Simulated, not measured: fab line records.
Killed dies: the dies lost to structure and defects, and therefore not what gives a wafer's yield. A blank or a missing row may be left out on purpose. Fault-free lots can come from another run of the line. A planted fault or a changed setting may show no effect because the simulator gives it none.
fab line records    flow sky130
[record] lots = 5  wafers = 14  lastDay = 50
route steps=708 shown VT_ADJUST_HVTP@93 VT_ADJUST_LVTN@97 PAD_OPEN@708
lots that met no fault: taken from a fault-free run of the same line
startH: the number of hours between the record's first day and the start of the first shown wafer of the lot    waitH: how many hours have passed since the lot's step before this one    " unchanged from the row above    L1.1+2: a single row standing in for several wafers    - either no value or no given start    * or withheld: withheld    < > ~ a bound
route shown NAME@n: a module of which the file shows steps, and the number in the route of the first    usual: mean/standard deviation of fault-free wafers    same: alike in all rows    chamber/n: place in a boat    sites: readings site by site    _std_site: the values' standard deviation    _edge_site: the outer-site mean with the inner-site mean subtracted    radiusMm: for every site, how far away it sits from the centre of the wafer    mask NAME#n: copy n    behind: tool/chamber where the wafer was last shaped    hold: reason for holding the lot/hours on hold/outcome of the hold    device: the n, p or np transistor that did not switch    end of line: the route-end tests of the same wafers    for a step that has no rows: nothing shown but its recipe    killed: count of dies lost to structure and defects at first sort (not the wafer's yield)    map: the dies of a wafer, with x for killed, . for not killed, _ for no die there
set.NAME: the run value of the setting; set.NAME@STEP: its run value at that earlier step    model.NAME: the simulator's own value behind a step, which no gauge read
certain route steps with their lots: each step a table, each wafer a row
services: the hour from which a tool's chamber was out of use, counted from the record's first day as startH (under 0 if before that day), plus the number of hours and why
[[steps]]
[step SKY_VT_ADJUST_HVTP_OVL_MEAS_08]
[usual] VT_ADJUST_HVTP_OVL = 0.6/1.4
lot.wafer  tool        chamber  startH  waitH  VT_ADJUST_HVTP_OVL[nm]
L835.1     overlay-01  -        125.59  0.1    1.5
L835.4     "           -        "       "      1.0
L835.5     "           -        "       "      1.6
L845.3     overlay-01  -        186.17  0.1    1.6
L845.5     "           -        "       "      1.1
L845.6     "           -        "       "      0.9
L853.2     overlay-02  -        255.76  0.1    -1.1
L853.3     "           -        "       "      -0.2
L857.2     overlay-01  -        283.61  0.1    0.1
L857.4     "           -        "       "      0.4
L857.5     "           -        "       "      -0.6
L856.1     overlay-01  -        285.31  0.1    1.3
L856.2     "           -        "       "      0.0
L856.6     "           -        "       "      0.4
[step SKY_VT_ADJUST_HVTP_IMPLANT_09]
[recipe] species = As  energyKev = 150  doseCm2 = 4.3e+12  tiltDeg = withheld
[step SKY_VT_ADJUST_HVTP_STRIP_10]
[recipe] chemistry = O2/N2  powerW = 1400  pressureMtorr = 1500  platenTempC = withheld  o2FlowSccm = 3000  n2FlowSccm = 300  overashFraction = 0.5
[usual] drypumpMotorCurrentA = 5.74/0.28  oesProductAu = 0.715/0.0051  stripTimeToEndpointS = 14.17/0.042
lot.wafer  tool            chamber  startH  waitH  drypumpMotorCurrentA  oesProductAu  rfHoursCounterH  stripTimeToEndpointS
L835.1     plasmaAsher-02  0        125.78  0.1    5.96                  0.717         31               14.19
L835.4     "               1        "       "      6.07                  0.718         -                14.14
L835.5     "               1        "       "      6.08                  0.713         -                14.15
L845.3     plasmaAsher-04  1        186.38  0.1    5.71                  0.716         -                14.15
L845.5     "               0        "       "      5.77                  0.712         -                14.16
L845.6     "               1        "       "      5.72                  0.722         -                14.17
L853.2     plasmaAsher-02  0        255.94  0.1    5.94                  0.729         43               14.17
L853.3     "               1        "       "      6.07                  0.716         -                14.14
L857.2     plasmaAsher-03  0        285.12  0.1    5.25                  0.725         16               14.26
L857.4     "               0        "       "      5.25                  0.708         -                14.23
L857.5     "               1        "       "      5.55                  0.718         -                14.29
L856.1     plasmaAsher-04  1        285.49  0.1    5.72                  0.724         60               14.21
L856.2     "               0        "       "      5.77                  0.721         60               14.19
L856.6     "               0        "       "      5.78                  0.720         -                14.17
[step SKY_VT_ADJUST_HVTP_TW_MEAS_11]
[usual] VT_ADJUST_HVTP_TW = 1351/9.9
lot.wafer  tool          chamber  startH  waitH  VT_ADJUST_HVTP_TW
L835.1     filmMetro-01  -        125.88  0.1    1361
L835.4     "             -        "       "      1371
L835.5     "             -        "       "      1356
L845.3     filmMetro-03  -        186.47  0.1    1352
L845.5     "             -        "       "      1349
L845.6     "             -        "       "      1348
L853.2     filmMetro-02  -        256.05  0.1    1349
L853.3     "             -        "       "      1340
L857.2     filmMetro-01  -        285.23  0.1    1364
L857.4     "             -        "       "      1354
L857.5     "             -        "       "      1359
L856.1     filmMetro-01  -        285.62  0.1    1362
L856.2     "             -        "       "      1360
L856.6     "             -        "       "      1354
[step SKY_VT_ADJUST_LVTN_DEHYDRATE_00]
[recipe] tempC = 200  timeS = 60
[step SKY_VT_ADJUST_LVTN_HMDS_01]
[recipe] primeTimeS = 60  primeTempC = 120
[step SKY_VT_ADJUST_LVTN_COAT_02]
[recipe] spinRpm = 2000  resistThkNm = 3000
[step SKY_VT_ADJUST_LVTN_SOFTBAKE_03]
[recipe] tempC = 110  timeS = withheld
[step SKY_VT_ADJUST_LVTN_EXPOSE_04]
[recipe] maskId = NWM_COMPLEMENT_LESS_NATIVE  na = 0.6  sourceShape = conventional  sigmaOuter = 0.6  polarization = unpolarized  targetCdNm = 840  doseMj = 194
[step SKY_VT_ADJUST_LVTN_PEB_05]
[recipe] tempC = 115  timeS = withheld
[step SKY_VT_ADJUST_LVTN_DEVELOP_06]
[recipe] wallAngleDeg = 90  developer = TMAH  developTimeS = 60  devTempC = 23
[step SKY_VT_ADJUST_LVTN_OVL_MEAS_07]
[usual] VT_ADJUST_LVTN_OVL = 0.2/1.3
lot.wafer  tool        chamber  startH  waitH  VT_ADJUST_LVTN_OVL[nm]
L835.1     overlay-01  -        143.03  -      -2.3
L835.4     "           -        "       "      -2.2
L835.5     "           -        "       "      -1.9
L845.3     overlay-02  -        206.95  -      1.0
L845.5     "           -        "       "      -0.3
L845.6     "           -        "       "      2.1
L853.2     overlay-01  -        280.24  -      -0.8
L853.3     "           -        "       "      0.0
L857.2     overlay-02  -        310.59  -      -2.1
L857.4     "           -        "       "      -3.2
L857.5     "           -        "       "      -1.1
L856.1     overlay-02  -        312.23  -      -0.4
L856.2     "           -        "       "      1.6
L856.6     "           -        "       "      -0.7
[step SKY_VT_ADJUST_LVTN_IMPLANT_08]
[recipe] species = B  energyKev = 30  doseCm2 = 1.57e+12  tiltDeg = withheld
[usual] beamOnS = 9.99/0.2
lot.wafer  tool          chamber  startH  waitH  beamOnS
L835.1     implanter-03  0        143.07  0.0    10.14
L835.4     "             0        "       "      10.16
L835.5     "             0        "       "      9.74
L845.3     implanter-03  0        207.02  0.1    10.24
L845.5     "             0        "       "      9.85
L845.6     "             0        "       "      9.95
L853.2     implanter-02  0        280.30  0.0    10.19
L853.3     "             0        "       "      10.01
L857.2     implanter-03  0        310.65  0.0    10.14
L857.4     "             0        "       "      9.85
L857.5     "             0        "       "      9.92
L856.1     implanter-01  0        312.27  0.0    9.99
L856.2     "             0        "       "      10.06
L856.6     "             0        "       "      9.86
[step SKY_VT_ADJUST_LVTN_STRIP_09]
[recipe] chemistry = O2/N2  powerW = 1400  pressureMtorr = 1500  platenTempC = withheld  o2FlowSccm = 3000  n2FlowSccm = 300  overashFraction = 0.5
[usual] drypumpMotorCurrentA = 5.8/0.38  oesProductAu = 0.722/0.0041  stripTimeToEndpointS = 36.87/0.11
lot.wafer  tool            chamber  startH  waitH  drypumpMotorCurrentA  oesProductAu  rfHoursCounterH  stripTimeToEndpointS
L835.1     plasmaAsher-01  0        143.22  0.1    5.6                   0.722         44               36.75
L835.4     "               0        "       "      5.6                   0.724         -                37.03
L835.5     "               0        "       "      5.6                   0.718         -                36.79
L845.3     plasmaAsher-04  1        207.15  0.1    5.7                   0.718         -                36.72
L845.5     "               0        "       "      5.8                   0.725         -                36.83
L845.6     "               1        "       "      5.7                   0.713         -                36.75
L853.2     plasmaAsher-04  0        280.42  0.1    5.8                   0.715         60               37.03
L853.3     "               0        "       "      5.8                   0.725         -                37.09
L857.2     plasmaAsher-04  1        310.77  0.1    5.7                   0.719         62               36.85
L857.4     "               1        "       "      5.7                   0.721         -                36.72
L857.5     "               0        "       "      5.8                   0.721         -                36.72
L856.1     plasmaAsher-04  1        312.42  0.1    5.7                   0.710         63               36.63
L856.2     "               0        "       "      5.8                   0.718         63               36.80
L856.6     "               1        "       "      5.7                   0.718         -                36.71
[step SKY_VT_ADJUST_LVTN_TW_MEAS_10]
[usual] VT_ADJUST_LVTN_TW = 240.1/1.4
lot.wafer  tool          chamber  startH  waitH  hold                     VT_ADJUST_LVTN_TW
L835.1     filmMetro-01  -        143.32  0.1    -                        243.3
L835.4     "             -        "       "      -                        243.9
L835.5     "             -        "       "      -                        242.6
L845.3     filmMetro-03  -        207.24  0.1    -                        238.6
L845.5     "             -        "       "      -                        239.3
L845.6     "             -        "       "      -                        238.1
L853.2     filmMetro-03  -        280.53  0.1    awaitDispo/0.2h/release  240.5
L853.3     "             -        "       "      awaitDispo/0.2h/release  232.2
L853.2     filmMetro-03  -        280.76  0.2    -                        242.0
L853.3     "             -        "       "      -                        233.8
L857.2     filmMetro-04  -        310.88  0.1    -                        241.5
L857.4     "             -        "       "      -                        240.9
L857.5     "             -        "       "      -                        241.4
L856.1     filmMetro-04  -        312.52  0.1    -                        240.8
L856.2     "             -        "       "      -                        242.2
L856.6     "             -        "       "      -                        242.3
[step SKY_PAD_OPEN_PROBE_99]
[usual] killed_at_M0_to_M3 = 44/7.3  killed_at_M4_up = 3.2/1.8  killedAtContacts = 24/5.4  killedAtFrontEnd = 16/4.4  killedAtOther = 0.3/0.48  killedDies = 86/9.5  killedOpen = 47/7.7  killedShort = 39/6.4
[same] grossDies = 492  killedAtBackSide = 0
lot.wafer  tool       chamber  startH   waitH  killed_at_M0_to_M3  killed_at_M4_up  killedAtContacts  killedAtFrontEnd  killedAtOther  killedDies  killedOpen  killedShort
L835.1     prober-02  -        1070.23  0.1    43                  2                30                9                 0              84          52          32
L835.4     prober-02  -        1070.38  0.2    33                  5                22                11                0              71          44          27
L835.5     prober-02  -        1070.43  0.2    40                  2                23                12                0              77          41          36
L845.3     prober-01  -        1134.50  0.2    41                  2                24                7                 0              74          40          34
L845.5     prober-01  -        1134.60  0.2    40                  4                12                18                0              74          42          32
L845.6     prober-01  -        1134.65  0.2    34                  1                19                12                0              66          40          26
L853.2     prober-01  -        1191.31  0.1    34                  3                18                12                0              67          33          34
L853.3     prober-01  -        1191.36  0.2    51                  3                23                14                0              91          52          39
// killed by level:class
L835.1 LI_CONTACT:geometricParticle:open=11 CONTACT:geometricParticle:open=11 VIA1:geometricParticle:open=11 VIA3:geometricParticle:open=8 METAL1:geometricParticle:short=6 METAL2:geometricParticle:short=6 VIA2:geometricParticle:short=4 FIELD_ISO:geometricParticle:open=3
L835.4 CONTACT:geometricParticle:open=9 VIA1:geometricParticle:open=9 LI_CONTACT:geometricParticle:open=6 POLY_GATE:geometricParticle:open=5 METAL1:geometricParticle:short=5 VIA3:geometricParticle:open=5 LOCAL_INTERCONNECT:geometricParticle:short=4 VIA2:geometricParticle:short=3
L835.5 VIA1:geometricParticle:open=12 VIA2:geometricParticle:open=8 LI_CONTACT:geometricParticle:open=7 LOCAL_INTERCONNECT:geometricParticle:short=6 CONTACT:geometricParticle:open=5 METAL1:geometricParticle:short=5 VIA1:geometricParticle:short=5 FIELD_ISO:geometricParticle:short=4
L845.3 VIA1:geometricParticle:open=10 VIA2:geometricParticle:open=9 CONTACT:geometricParticle:open=8 METAL2:geometricParticle:short=7 LI_CONTACT:geometricParticle:open=6 CONTACT:geometricParticle:short=5 VIA3:geometricParticle:open=4 METAL1:geometricParticle:short=4
L845.5 VIA1:geometricParticle:open=10 VIA3:geometricParticle:open=8 FIELD_ISO:geometricParticle:open=5 LI_CONTACT:geometricParticle:open=5 VIA3:geometricParticle:short=5 FIELD_ISO:geometricParticle:short=4 METAL1:geometricParticle:short=4 METAL3:geometricParticle:short=4
L845.6 METAL1:geometricParticle:short=10 CONTACT:geometricParticle:open=9 VIA1:geometricParticle:open=8 LI_CONTACT:geometricParticle:open=6 POLY_GATE:geometricParticle:open=4 VIA2:geometricParticle:open=4 VIA3:geometricParticle:open=4 METAL2:geometricParticle:short=3
L853.2 METAL2:geometricParticle:short=10 CONTACT:geometricParticle:open=10 VIA1:geometricParticle:open=6 VIA2:geometricParticle:open=6 FIELD_ISO:geometricParticle:short=5 LOCAL_INTERCONNECT:geometricParticle:short=5 VIA3:geometricParticle:open=3 POLY_GATE:geometricParticle:short=2
L853.3 CONTACT:geometricParticle:open=10 VIA1:geometricParticle:open=9 VIA2:geometricParticle:open=8 METAL1:geometricParticle:short=6 VIA1:geometricParticle:short=6 METAL2:geometricParticle:short=6 VIA3:geometricParticle:open=6 FIELD_ISO:geometricParticle:short=4
[[services]]
tool            chamber  startH  hours  kind
plasmaAsher-03  -        108.75  9.0    pm
plasmaAsher-03  0        108.75  9.0    ventCycle
plasmaAsher-03  1        108.75  9.0    ventCycle
plasmaAsher-03  0        117.75  -      clean
plasmaAsher-03  1        117.75  -      clean
plasmaAsher-04  -        161.13  4.4    repair
implanter-03    -        162.19  3.7    repair
plasmaAsher-02  -        163.91  2.8    pm
implanter-02    -        164.41  5.5    pm
implanter-01    -        187.90  3.5    repair
plasmaAsher-01  -        206.96  1.0    repair
plasmaAsher-01  -        218.87  2.1    repair
implanter-03    -        230.54  1.8    repair
implanter-02    -        232.10  0.6    repair
implanter-02    -        241.76  2.1    repair
implanter-03    -        242.06  2.6    repair
implanter-03    -        248.30  3.8    repair
implanter-01    -        256.97  2.7    repair
plasmaAsher-04  -        257.49  4.1    repair
plasmaAsher-03  -        287.31  7.6    repair
plasmaAsher-04  -        304.95  5.3    repair
implanter-02    -        309.89  2.4    repair
[[key]]
[firstSign] step = SKY_VT_ADJUST_LVTN_TW_MEAS_10  reading = visit  direction = added
[effect] step = SKY_VT_ADJUST_LVTN_TW_MEAS_10  reading = VT_ADJUST_LVTN_TW  direction = down  sigmas = 5.7  usual = 240.1  struck = 232.2
metAt SKY_VT_ADJUST_LVTN_IMPLANT_08
struckWafers L853.3
testerLeftOut L853
[fault] kind = processParameterDrift  tool = implanter-02  chamber = -  onsetH = 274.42  steps = SKY_VT_ADJUST_LVTN_IMPLANT_08  channel = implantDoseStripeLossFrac  offset = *  shape = step  endH = 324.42  scope = struckWafersOnly
// testerLeftOut: of these lots the tester's yield and bins aren't shown, on N5 and GAA mostly nor the transistor test; their killed dies are dies lost to structure and defects alone, not to doping, threshold or leakage, so they don't give the yield
